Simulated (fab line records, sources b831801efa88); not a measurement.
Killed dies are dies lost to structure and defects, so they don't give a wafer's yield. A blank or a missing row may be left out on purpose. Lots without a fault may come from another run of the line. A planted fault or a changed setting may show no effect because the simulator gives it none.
Split-lot experiment | flow sky130 | 5 lots, 23 wafers read, on a route of 708 steps

THE SPLIT
At SKY_LI_CONTACT_COAT_07 (resist thk 450 nm), the setting spin_rpm was moved away from the recipe's 3000 rpm on 10 of the 23 wafers read, by -6.1% to +6.3%. The other wafers ran this setting at the recipe's value.

FROM THE SPLIT TO THE READING: what the file shows between them, 3 steps
- SKY_LI_CONTACT_SOFTBAKE_08: time 90 s
- SKY_LI_CONTACT_EXPOSE_09: exposes mask LICM1, target cd 170 nm
- SKY_LI_CONTACT_ETCH_14: etches BARC in N2/H2, stops on SiO2, time 45.9 s, target depth 60 nm

THE READING
KrF-thick_of_LI_CONTACT_COAT_07.thk_nm (the simulator's own value, which no gauge read), in nm, at SKY_LI_CONTACT_ETCH_15 (etches PSG in C4F8/O2/Ar, stops on Si, target depth 600 nm). The file gives no usual value for it. The 13 wafers here that ran the recipe average 230.7 nm, standard deviation 3.8 nm.

wafer  | tool, chamber at the split | spin_rpm as run, rpm | against the recipe | KrF-thick_of_LI_CONTACT_COAT_07.thk_nm, nm | against lot-mates on the recipe
L077.1 | litho_track-04, 0          | 2818                 | -6.1%              | 254.3                                      | +22.1
L077.2 | litho_track-04, 0          | 3000                 | recipe             | 234.2                                      | -
L077.3 | litho_track-04, 0          | 3000                 | recipe             | 231.4                                      | -
L077.4 | litho_track-04, 0          | 2818                 | -6.1%              | 247                                        | +14.8
L077.5 | litho_track-04, 0          | 3000                 | recipe             | 231.1                                      | -
L079.1 | litho_track-03, 0          | 3000                 | recipe             | 232.2                                      | -
L079.2 | litho_track-03, 0          | 2929                 | -2.4%              | 235                                        | +6.4
L079.3 | litho_track-03, 0          | 3000                 | recipe             | 226.9                                      | -
L079.4 | litho_track-03, 0          | 2929                 | -2.4%              | 235.9                                      | +7.3
L079.5 | litho_track-03, 0          | 3000                 | recipe             | 226.6                                      | -
L080.2 | litho_track-03, 0          | 3188                 | +6.3%              | 219.2                                      | -11.7
L080.3 | litho_track-03, 0          | 3188                 | +6.3%              | 219.3                                      | -11.6
L080.4 | litho_track-03, 0          | 3000                 | recipe             | 226.8                                      | -
L080.5 | litho_track-03, 0          | 3188                 | +6.3%              | 215                                        | -15.9
L080.6 | litho_track-03, 0          | 3000                 | recipe             | 234.9                                      | -
L083.1 | litho_track-04, 0          | 3000                 | recipe             | 236                                        | -
L083.5 | litho_track-04, 0          | 3000                 | recipe             | 236                                        | -
L083.3 | litho_track-04, 0          | 3125                 | +4.2%              | 227.3                                      | -8.7
L083.4 | litho_track-04, 0          | 3125                 | +4.2%              | 227.5                                      | -8.5
L083.6 | litho_track-04, 0          | 3125                 | +4.2%              | 225.8                                      | -10.2
L085.1 | litho_track-03, 0          | 3000                 | recipe             | 225.4                                      | -
L085.2 | litho_track-03, 0          | 3000                 | recipe             | 226                                        | -
L085.4 | litho_track-03, 0          | 3000                 | recipe             | 231.8                                      | -

THE FIT
A straight line over all 23 wafers: KrF-thick_of_LI_CONTACT_COAT_07.thk_nm changes by -2.26 nm for each +1% of spin_rpm; r = -0.88; the points scatter about the line by 4.1 nm.
The same after taking each lot's own level away (the mean of its wafers on the recipe; 23 wafers): -2.46 nm for each +1%; r = -0.95; scatter 2.7 nm.
On that fit, the largest move of spin_rpm shifts the reading by 15 nm.
The lots' own levels span 227.73 to 236.00 nm, that is 2.2 times the standard deviation above.
So the lot-to-lot level changes the slope little: the two slopes agree.
Check: with one of the wafers moved furthest among these (+6.3%) left out of the fit, the line predicts -15.2 nm for it against its lot-mates. It came out at -11.7 nm against them.

OTHER SPLITS ON THESE WAFERS
These wafers also went through other splits before the reading. Each is held against what the fit with the lots' levels taken away leaves over:
other split on the same wafers     | wafers away from the commonest value | r with KrF-thick_of_LI_CONTACT_COAT_07.thk_nm (lot level and that fit taken away)
SKY_POLY_GATE_SOFTBAKE_09 temp_c   | 6                                    | +0.26
SKY_LDD_N_COAT_02 spin_rpm         | 5                                    | +0.16
SKY_LDD_N_IMPLANT_08 dose_cm2      | 11                                   | +0.09
SKY_LDD_LDN_IMPLANT_09 dose_cm2    | 10                                   | +0.11
SKY_POLY_CUT_COAT_03 spin_rpm      | 8                                    | +0.03
SKY_SD_N_DEVELOP_06 develop_time_s | 9                                    | -0.33
SKY_SD_N_IMPLANT_10 energy_kev     | 8                                    | -0.07

THE WHOLE CHAIN: every reading that the file lists as answering this split, in the file's order
step                    | what it does                                               | reading                                                                                 | change (the file's fit)              | r (the file's)
SKY_LI_CONTACT_COAT_07  | resist thk 450 nm                                          | KrF-thick_of_LI_CONTACT_COAT_07.thk_nm (the simulator's own value, which no gauge read) | -2.3 nm for each +1% of the setting  | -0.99
SKY_LI_CONTACT_ETCH_15  | etches PSG in C4F8/O2/Ar, stops on Si, target depth 600 nm | KrF-thick_of_LI_CONTACT_COAT_07.thk_nm (the simulator's own value, which no gauge read) | -2.5 nm for each +1% of the setting  | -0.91
SKY_LI_CONTACT_STRIP_16 | strips in O2/N2                                            | strip_time_to_endpoint_s                                                                | withheld for each +1% of the setting | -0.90

THE FILE'S OWN FIT
KrF-thick_of_LI_CONTACT_COAT_07.thk_nm changes by -2.5 nm for each +1% of spin_rpm, r = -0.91.
